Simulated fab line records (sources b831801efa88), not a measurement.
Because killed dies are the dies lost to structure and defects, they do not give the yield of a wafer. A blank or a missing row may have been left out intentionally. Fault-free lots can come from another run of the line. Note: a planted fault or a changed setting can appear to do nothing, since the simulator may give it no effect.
Matching of chambers + flow sfq line + SFQ_TRILAYER_I3_CMP_CMP_082 on cmp-01 has 4 sister chambers
The step polishes SiO2. 14 wafers are shown with their chamber, then 7 later ones without.

WAFERS WITH THEIR CHAMBER
| wafer  | chamber | motor current A (A) | slurry flow ml min | time to endpoint s (s) |
|--------|---------|---------------------|--------------------|------------------------|
| L103.1 | 2       | 9.7                 | 150.2              | 211                    |
| L103.2 | 3       | 11.3                | 150.7              | 207                    |
| L103.3 | 0       | 10.9                | 150.1              | 203                    |
| L113.3 | 3       | 11.8                | 150.5              | 227                    |
| L113.5 | 3       | 11.8                | 150.5              | 226                    |
| L113.6 | 0       | 11.3                | 149.8              | 223                    |
| L114.1 | 3       | 11.5                | 149.3              | 217                    |
| L114.2 | 0       | 10.6                | 149.4              | 225                    |
| L114.4 | 2       | 10.0                | 149.6              | 230                    |
| L115.2 | 2       | 10.0                | 149.5              | 223                    |
| L115.5 | 2       | 9.4                 | 149.8              | 219                    |
| L115.6 | 3       | 11.5                | 149.7              | 226                    |
| L118.3 | 1       | 8.7                 | 150.5              | 212                    |
| L118.5 | 0       | 11.6                | 149.5              | 223                    |

SIGNATURES, as means of the wafers listed above
| reading            | chamber 0 | chamber 1 | chamber 2 | chamber 3 | scatter within a chamber |
|--------------------|-----------|-----------|-----------|-----------|--------------------------|
| motor current A    | 11.100    | 8.700     | 9.775     | 11.580    | 0.319                    |
| slurry flow ml min | 149.700   | 150.500   | 149.775   | 150.140   | 0.454                    |
| time to endpoint s | 218.50    | 212.00    | 220.75    | 220.60    | 8.99                     |
Rule: for a wafer and a chamber, the distance is found by dividing, reading by reading, the gap between the wafer's reading and the chamber's mean by the reading's scatter, squaring, summing and taking the root. The wafer belongs to the nearest chamber; if the next one is less than 2 further off, it can't be placed. The scatter is the square root of a quotient: the sum, over the shown wafers, of each reading's squared deviation from its chamber's mean, divided by wafers minus chambers.

WAFERS WITH NO CHAMBER GIVEN
| wafer  | motor current A (A) | slurry flow ml min | time to endpoint s (s) |
|--------|---------------------|--------------------|------------------------|
| L118.6 | 11.7                | 149.8              | 229                    |
| L120.2 | 8.7                 | 149.6              | 219                    |
| L120.3 | 11.5                | 150.7              | 221                    |
| L120.6 | 10.4                | 149.6              | 235                    |
| L122.1 | 8.7                 | 150.0              | 209                    |
| L122.2 | 11.4                | 150.2              | 217                    |
| L122.5 | 11.9                | 149.8              | 215                    |

WHICH CHAMBER EACH WENT THROUGH
| wafer  | from the rows above          | in truth |
|--------|------------------------------|----------|
| L118.6 | can't be placed: 3 or 0      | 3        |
| L120.2 | can't be placed: 1 or 2      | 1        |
| L120.3 | can't be placed: 3 or 0      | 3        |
| L120.6 | can't be placed: 2 or 0 or 3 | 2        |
| L122.1 | 1                            | 1        |
| L122.2 | can't be placed: 3 or 0      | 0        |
| L122.5 | can't be placed: 3 or 0      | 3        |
Correctly placed: 1 of 7. Can't be placed from these rows: 6 (the true chamber is among the candidates in 6). Number placed wrongly: 0.
